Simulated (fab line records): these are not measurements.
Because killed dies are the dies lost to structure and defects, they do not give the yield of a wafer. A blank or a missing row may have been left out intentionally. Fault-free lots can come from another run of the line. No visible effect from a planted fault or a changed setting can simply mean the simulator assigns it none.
Which tool was responsible? | flow sky130 | 6 lots with 18 wafers sampled at 2 steps, on a route of 708 steps

## WHAT EACH GAUGE READ, for each wafer
SKY_CAP2M_THK_MEAS_04: measures by xrf.
lot  | measured     | on            | CAP2M_TIN_THK (nm)
L111 | day 40 06:21 | film_metro-02 | 199.1 199.4 201.7
L116 | day 41 10:25 | film_metro-02 | 196.2 194.2 197.8
L119 | day 42 17:55 | film_metro-01 | 194.0 191.3 194.4
L124 | day 44 03:52 | film_metro-01 | 194.1 196.0 191.8
L129 | day 45 06:44 | film_metro-02 | 198.0 200.2 195.9
L130 | day 45 10:19 | film_metro-01 | 192.9 194.2 191.8

## WHAT TOOL EACH LOT RAN ON (gives the tool, then ch and the chambers of the sampled wafers, and finally the start)
lot  | SKY_LDD_P_STRIP_10
L111 | plasma_asher-04 ch 0,1, day 19 18:41
L116 | plasma_asher-02 ch 0,1, day 21 05:55
L119 | plasma_asher-04 ch 0,1, day 23 01:36
L124 | plasma_asher-02 ch 0,1, day 24 15:49
L129 | plasma_asher-04 ch 1, day 26 08:22
L130 | plasma_asher-04 ch 0,1, day 26 09:20
- SKY_LDD_P_STRIP_10: strips in O2/N2.

## THE ANSWER, worked out from the rows above alone
Rule: the lots themselves supply what counts as usual. The widest of any qualifying gaps counts: lots, ordered by their means at a reading, are off when they make up no more than a third of the lots, leave a main group of 4 or more, and stand apart from it by 3 or more times the standard deviation of that group's means. If all means in a main group match to the digits the tables above print for the reading, that group is not used. A lot without any number at a reading at which 4 lots or more have one is off too. Where the step has rows for the other lots, those lots are counted as sound.
Across all readings shown, no lot is off: no conclusion can be drawn from this.

## WHAT THE SIMULATOR HAD PUT IN
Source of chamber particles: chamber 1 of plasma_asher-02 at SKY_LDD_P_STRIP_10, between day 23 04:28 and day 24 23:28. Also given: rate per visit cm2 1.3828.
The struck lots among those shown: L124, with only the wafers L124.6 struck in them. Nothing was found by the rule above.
